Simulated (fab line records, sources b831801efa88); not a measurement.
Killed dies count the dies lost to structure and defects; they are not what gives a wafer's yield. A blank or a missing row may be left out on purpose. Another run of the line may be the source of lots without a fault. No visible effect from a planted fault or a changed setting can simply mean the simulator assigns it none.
Matching of chambers | flow sfq line | 4 sister chambers for SFQ_TRILAYER_I2_CMP_CMP_064 on cmp-02
The step polishes SiO2. 18 wafers are shown with their chamber, then 8 later ones without.

EACH WAFER AND ITS CHAMBER
wafer  | chamber | motor current A (A) | slurry flow ml min | time to endpoint s (s)
L246.1 | 0       | 9.8                 | 150.1              | 202
L246.4 | 2       | 11.8                | 149.6              | 223
L246.6 | 3       | 8.5                 | 150.0              | 215
L247.3 | 1       | 10.3                | 150.9              | 208
L247.4 | 0       | 9.8                 | 149.7              | 221
L247.5 | 0       | 10.3                | 149.8              | 210
L249.1 | 3       | 8.7                 | 150.2              | 216
L249.4 | 2       | 11.7                | 150.5              | 239
L249.6 | 0       | 10.2                | 150.2              | 225
L252.2 | 3       | 8.8                 | 149.8              | 200
L252.3 | 0       | 10.4                | 150.5              | 207
L252.4 | 2       | 11.3                | 149.7              | 220
L255.5 | 3       | 8.6                 | 149.5              | 217
L255.6 | 0       | 10.6                | 150.2              | 213
L257.2 | 2       | 11.9                | 150.3              | 218
L257.5 | 0       | 10.3                | 150.0              | 220
L259.2 | 0       | 10.1                | 150.0              | 210
L266.2 | 3       | 9.1                 | 149.4              | 212

SIGNATURES (means of the wafers above)
reading            | chamber 0 | chamber 1 | chamber 2 | chamber 3 | scatter within a chamber
motor current A    | 10.188    | 10.300    | 11.675    | 8.740     | 0.263
slurry flow ml min | 150.062   | 150.900   | 150.025   | 149.780   | 0.325
time to endpoint s | 213.50    | 208.00    | 225.00    | 212.00    | 8.01
Rule: for each reading, subtract the chamber's mean from the wafer's reading, divide by that reading's scatter and square the result; add these up over the readings and take the root, which gives the wafer's distance from the chamber. If the next closest chamber is less than 2 further off than the closest, the wafer can't be placed; otherwise it belongs to the closest. The scatter: take each reading less its chamber's mean, square it, sum over the shown wafers, divide by the number of wafers less the number of chambers, and take the root.

WAFERS WITH NO CHAMBER GIVEN
wafer  | motor current A (A) | slurry flow ml min | time to endpoint s (s)
L266.3 | 9.6                 | 149.9              | 208
L266.6 | 8.4                 | 149.7              | 219
L267.1 | 10.0                | 150.1              | 215
L267.2 | 10.1                | 150.1              | 213
L267.6 | 10.0                | 149.0              | 211
L268.4 | 10.2                | 150.0              | 208
L268.1 | 8.3                 | 149.5              | 200
L268.2 | 11.7                | 150.2              | 211

WHICH CHAMBER EACH WENT THROUGH
wafer  | from the rows above          | in truth
L266.3 | can't be placed: 0 or 3 or 1 | 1
L266.6 | 3                            | 3
L267.1 | 0                            | 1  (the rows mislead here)
L267.2 | 0                            | 0
L267.6 | can't be placed: 0 or 3      | 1
L268.4 | 0                            | 0
L268.1 | 3                            | 3
L268.2 | 2                            | 2
Placed correctly: 5 of 8. Cannot be placed on the basis of these rows: 2; the candidates contain the true chamber in 1. Wrongly placed: 1.
